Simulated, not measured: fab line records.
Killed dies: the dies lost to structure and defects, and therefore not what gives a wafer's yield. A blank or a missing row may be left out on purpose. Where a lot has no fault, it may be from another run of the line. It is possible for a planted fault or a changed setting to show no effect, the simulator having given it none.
fab line records	flow gf180mcu
[record] lots = 14	wafers = 42	last_day = 34
route steps=602 shown HV_LDD@231 PSD@259 SAB@264 CONTACT@290
lots untouched by any fault: they come from a run of this same line in which no faults occurred
start_h: the number of hours between the record's first day and the start of the first shown wafer of the lot	wait_h: how many hours have passed since the lot's step before this one	" repeats the value in the row above	L1.1+2: a single row standing in for several wafers	- no value present, or no start provided	* or withheld: withheld	< > ~ a bound
route shown NAME@n: names a module that has steps shown in the file, with the first one's number in the route	usual: average and standard deviation across the fault-free wafers	same: alike in all rows	chamber/n: place in a boat	sites: readings site by site	_std_site: standard deviation across them	_edge_site: the outer-site mean with the inner-site mean subtracted	radius_mm: how far each site lies from the wafer's centre	mask NAME#n: copy n	behind: the most recent tool/chamber to have shaped the wafer	hold: the reason the lot was held/the length of the hold in hours/how it ended	device: names the non-switching transistor (n, p or np)	end of line: tests of these same wafers at the route's end	for a step that has no rows: nothing shown but its recipe	killed: the dies lost at the first sort to structure and to defects; this is not the yield of the wafer	map: the dies of a wafer, with x for killed, . for not killed, _ for no die there
set.NAME: the setting as run; set.NAME@STEP: as run at that earlier step	model.NAME: the simulator's own value behind a step, which no gauge read
the route's steps for a sample of lots (tables are steps, rows are wafers)
services: when a tool's chamber went out of use (start_h, in hours from the record's first day, below 0 if earlier), for how many hours, and the reason
[[steps]]
[step GF_HV_LDD_THK_MEAS_55]
[recipe] reads = SiO2_of_HV_LDD_CVD_54
[usual] HV_LDD_CVD_54_THK = 9.98/0.12
lot.wafer	tool	chamber	start_h	wait_h	HV_LDD_CVD_54_THK[nm]
L643.2	film_metro-03	-	282.21	0.0	9.90
L643.3	"	-	"	"	10.02
L643.5	"	-	"	"	9.96
L644.1	film_metro-01	-	291.29	0.0	10.11
L644.2	"	-	"	"	10.07
L644.3	"	-	"	"	10.07
L646.2	film_metro-01	-	304.46	0.0	10.13
L646.5	"	-	"	"	9.99
L646.6	"	-	"	"	10.05
L647.2	film_metro-03	-	311.20	0.0	10.02
L647.3	"	-	"	"	9.94
L647.6	"	-	"	"	10.13
L648.3	film_metro-01	-	319.18	0.0	10.09
L648.5	"	-	"	"	10.01
L648.6	"	-	"	"	10.03
L649.3	film_metro-04	-	323.27	0.0	10.06
L649.4	"	-	"	"	10.07
L649.6	"	-	"	"	9.93
L650.3	film_metro-03	-	329.01	0.0	10.18
L650.4	"	-	"	"	10.08
L650.6	"	-	"	"	10.06
L651.3	film_metro-01	-	343.92	0.0	9.90
L651.4	"	-	"	"	9.71
L651.6	"	-	"	"	9.72
L652.1	film_metro-01	-	349.90	0.0	9.90
L652.2	"	-	"	"	9.91
L652.3	"	-	"	"	9.81
L654.1	film_metro-03	-	365.48	0.0	9.95
L654.5	"	-	"	"	9.93
L654.6	"	-	"	"	10.04
L655.1	film_metro-03	-	370.54	0.0	10.24
L655.3	"	-	"	"	10.17
L655.5	"	-	"	"	10.07
L662.2	film_metro-03	-	431.10	0.0	9.99
L662.3	"	-	"	"	10.01
L662.6	"	-	"	"	9.91
L665.1	film_metro-01	-	450.39	0.0	9.80
L665.3	"	-	"	"	9.97
L665.4	"	-	"	"	9.91
L666.1	film_metro-04	-	460.70	0.0	9.77
L666.2	"	-	"	"	9.68
L666.5	"	-	"	"	9.84
[step GF_PSD_TW_MEAS_11]
[usual] PSD_TW = 3173/15
lot.wafer	tool	chamber	start_h	wait_h	PSD_TW
L643.2	film_metro-04	-	326.34	0.1	3173
L643.3	"	-	"	"	3168
L643.5	"	-	"	"	3172
L644.1	film_metro-04	-	334.86	0.1	3182
L644.2	"	-	"	"	3169
L644.3	"	-	"	"	3167
L646.2	film_metro-01	-	348.99	0.1	3170
L646.5	"	-	"	"	3158
L646.6	"	-	"	"	3172
L647.2	film_metro-04	-	355.89	0.1	3176
L647.3	"	-	"	"	3167
L647.6	"	-	"	"	3160
L648.3	film_metro-02	-	364.25	0.1	3181
L648.5	"	-	"	"	3190
L648.6	"	-	"	"	3173
L649.3	film_metro-01	-	369.80	0.1	3158
L649.4	"	-	"	"	3154
L649.6	"	-	"	"	3141
L650.3	film_metro-02	-	375.00	0.1	3186
L650.4	"	-	"	"	3171
L650.6	"	-	"	"	3177
L651.3	film_metro-04	-	391.23	0.1	3176
L651.4	"	-	"	"	3187
L651.6	"	-	"	"	3161
L652.1	film_metro-04	-	396.98	0.1	3178
L652.2	"	-	"	"	3182
L652.3	"	-	"	"	3169
L654.1	film_metro-02	-	413.91	0.1	3175
L654.5	"	-	"	"	3167
L654.6	"	-	"	"	3177
L655.1	film_metro-02	-	418.76	0.1	3187
L655.3	"	-	"	"	3167
L655.5	"	-	"	"	3182
L662.2	film_metro-04	-	481.24	0.1	3193
L662.3	"	-	"	"	3182
L662.6	"	-	"	"	3182
L665.1	film_metro-02	-	500.33	0.1	3191
L665.3	"	-	"	"	3184
L665.4	"	-	"	"	3195
L666.1	film_metro-02	-	509.96	0.1	3184
L666.2	"	-	"	"	3173
L666.5	"	-	"	"	3180
[step GF_SAB_CVD_00]
[recipe] material = SiO2	target_thk_nm = 50	precursor = TEOS	temp_c = 400	time_s = 4.9302	rf_w = 600
[usual] heater_power_w = 689/87	susceptor_temp_C = 399.97/0.2
lot.wafer	tool	chamber	start_h	wait_h	heater_power_w	susceptor_temp_C
L643.2	pecvd-02	0	326.76	0.1	740	399.91
L643.3	"	1	"	"	755	400.11
L643.5	"	2	"	"	759	400.16
L644.1	pecvd-02	2	335.38	0.1	769	400.05
L644.2	"	1	"	"	672	400.16
L644.3	"	0	"	"	715	399.85
L646.2	pecvd-02	1	349.41	0.1	784	400.00
L646.5	"	1	"	"	626	400.00
L646.6	"	2	"	"	694	400.45
L647.2	pecvd-02	2	356.31	0.1	607	399.70
L647.3	"	1	"	"	779	400.00
L647.6	"	0	"	"	669	400.08
L648.3	pecvd-02	0	364.66	0.1	664	400.31
L648.5	"	1	"	"	771	399.78
L648.6	"	0	"	"	654	399.56
L649.3	pecvd-02	0	370.22	0.1	694	400.17
L649.4	"	0	"	"	683	399.93
L649.6	"	2	"	"	637	399.94
L650.3	pecvd-04	1	375.42	0.1	769	399.85
L650.4	"	2	"	"	463	400.07
L650.6	"	0	"	"	813	399.83
L651.3	pecvd-03	1	391.65	0.1	590	399.81
L651.4	"	0	"	"	771	399.70
L651.6	"	1	"	"	589	399.88
L652.1	pecvd-02	1	397.42	0.1	707	399.91
L652.2	"	2	"	"	685	399.94
L652.3	"	0	"	"	666	399.98
L654.1	pecvd-04	0	414.39	0.1	741	399.67
L654.5	"	2	"	"	474	400.21
L654.6	"	1	"	"	670	399.96
L655.1	pecvd-04	2	419.20	0.1	505	400.05
L655.3	"	1	"	"	759	399.84
L655.5	"	0	"	"	674	399.94
L662.2	pecvd-04	2	481.67	0.1	526	400.20
L662.3	"	0	"	"	664	399.94
L662.6	"	0	"	"	698	399.72
L665.1	pecvd-04	2	500.76	0.1	476	400.03
L665.3	"	0	"	"	803	399.75
L665.4	"	2	"	"	479	400.35
L666.1	pecvd-03	0	510.39	0.1	688	399.88
L666.2	"	2	"	"	625	400.16
L666.5	"	2	"	"	634	400.29
[step GF_SAB_THK_MEAS_01]
[recipe] reads = SiO2_of_SAB_CVD_00
[usual] SAB_CVD_00_THK = 50.3/0.75
lot.wafer	tool	chamber	start_h	wait_h	SAB_CVD_00_THK[nm]
L643.2	film_metro-02	-	326.79	0.0	50.5
L643.3	"	-	"	"	49.8
L643.5	"	-	"	"	51.6
L644.1	film_metro-02	-	335.40	0.0	50.5
L644.2	"	-	"	"	50.1
L644.3	"	-	"	"	50.7
L646.2	film_metro-02	-	349.44	0.0	50.0
L646.5	"	-	"	"	50.7
L646.6	"	-	"	"	51.5
L647.2	film_metro-02	-	356.34	0.0	49.8
L647.3	"	-	"	"	49.6
L647.6	"	-	"	"	51.1
L648.3	film_metro-03	-	364.70	0.0	50.5
L648.5	"	-	"	"	51.1
L648.6	"	-	"	"	51.5
L649.3	film_metro-03	-	370.26	0.0	50.6
L649.4	"	-	"	"	51.1
L649.6	"	-	"	"	50.6
L650.3	film_metro-02	-	375.46	0.0	50.6
L650.4	"	-	"	"	50.9
L650.6	"	-	"	"	50.6
L651.3	film_metro-02	-	391.69	0.0	49.8
L651.4	"	-	"	"	51.0
L651.6	"	-	"	"	51.2
L652.1	film_metro-03	-	397.44	0.0	49.8
L652.2	"	-	"	"	50.5
L652.3	"	-	"	"	49.7
L654.1	film_metro-02	-	414.41	0.0	49.2
L654.5	"	-	"	"	49.9
L654.6	"	-	"	"	50.8
L655.1	film_metro-03	-	419.22	0.0	49.6
L655.3	"	-	"	"	49.6
L655.5	"	-	"	"	49.8
L662.2	film_metro-04	-	481.69	0.0	73.4
L662.3	"	-	"	"	72.9
L662.6	"	-	"	"	74.5
L665.1	film_metro-04	-	500.78	0.0	73.9
L665.3	"	-	"	"	74.0
L665.4	"	-	"	"	75.1
L666.1	film_metro-04	-	510.41	0.0	50.2
L666.2	"	-	"	"	50.0
L666.5	"	-	"	"	50.7
[step GF_CONTACT_THK_MEAS_03]
[recipe] reads = SiO2_of_CONTACT_CVD_02
[usual] CONTACT_CVD_02_THK = 869/12
lot.wafer	tool	chamber	start_h	wait_h	CONTACT_CVD_02_THK[nm]
L643.2	film_metro-03	-	348.89	0.0	862
L643.3	"	-	"	"	862
L643.5	"	-	"	"	871
L644.1	film_metro-04	-	358.32	0.0	885
L644.2	"	-	"	"	866
L644.3	"	-	"	"	881
L646.2	film_metro-01	-	372.88	0.0	866
L646.5	"	-	"	"	888
L646.6	"	-	"	"	872
L647.2	film_metro-01	-	379.33	0.0	854
L647.3	"	-	"	"	867
L647.6	"	-	"	"	877
L648.3	film_metro-03	-	388.38	0.1	874
L648.5	"	-	"	"	868
L648.6	"	-	"	"	879
L649.3	film_metro-04	-	394.37	0.1	853
L649.4	"	-	"	"	871
L649.6	"	-	"	"	870
L650.3	film_metro-04	-	399.14	0.1	853
L650.4	"	-	"	"	860
L650.6	"	-	"	"	886
L651.3	film_metro-04	-	415.61	0.1	852
L651.4	"	-	"	"	887
L651.6	"	-	"	"	879
L652.1	film_metro-01	-	421.42	0.0	861
L652.2	"	-	"	"	861
L652.3	"	-	"	"	872
L654.1	film_metro-01	-	439.61	0.0	846
L654.5	"	-	"	"	880
L654.6	"	-	"	"	877
L655.1	film_metro-01	-	444.48	0.0	853
L655.3	"	-	"	"	858
L655.5	"	-	"	"	872
L662.2	film_metro-03	-	506.55	0.0	883
L662.3	"	-	"	"	868
L662.6	"	-	"	"	885
L665.1	film_metro-01	-	524.92	0.0	878
L665.3	"	-	"	"	874
L665.4	"	-	"	"	889
L666.1	film_metro-04	-	534.91	0.0	866
L666.2	"	-	"	"	855
L666.5	"	-	"	"	886
[[services]]
tool	chamber	start_h	hours	kind
pecvd-02	-	320.27	2.1	repair
pecvd-03	-	368.88	14.0	pm
pecvd-03	0	368.88	14.0	vent_cycle
pecvd-03	1	368.88	14.0	vent_cycle
pecvd-03	2	368.88	14.0	vent_cycle
pecvd-04	-	370.11	0.4	repair
pecvd-03	2	372.39	3.6	repair
pecvd-03	0	382.88	-	clean
pecvd-03	1	382.88	-	clean
pecvd-03	2	382.88	-	clean
pecvd-02	-	386.39	5.5	pm
pecvd-04	-	429.59	0.7	repair
pecvd-02	2	470.33	4.5	repair
pecvd-02	-	470.61	0.5	repair
[[key]]
[first_sign] step = GF_SAB_THK_MEAS_01	reading = SAB_CVD_00_THK	direction = up	sigmas = 32	usual = 50.3	struck = 74.0
effect none on later readings
met_at GF_SAB_CVD_00
struck_lots L662,L665
tester_left_out L662,L665
not_acting_at GF_HV_LDD_THK_MEAS_55,GF_PSD_TW_MEAS_11,GF_CONTACT_THK_MEAS_03
onset_between 419.20 481.67
[fault] kind = process_parameter_drift	tool = pecvd-04	chamber = -	onset_h = 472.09	steps = GF_SAB_CVD_00	channel = target_thk_nm	offset = 23.731	shape = step	end_h = 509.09	acts_in = these_recipes_only	stated = 50
// tester_left_out: of these lots the tester's yield and bins aren't shown, on N5 and GAA mostly nor the transistor test; their killed dies are dies lost to structure and defects alone, not to doping, threshold or leakage, so they don't give the yield
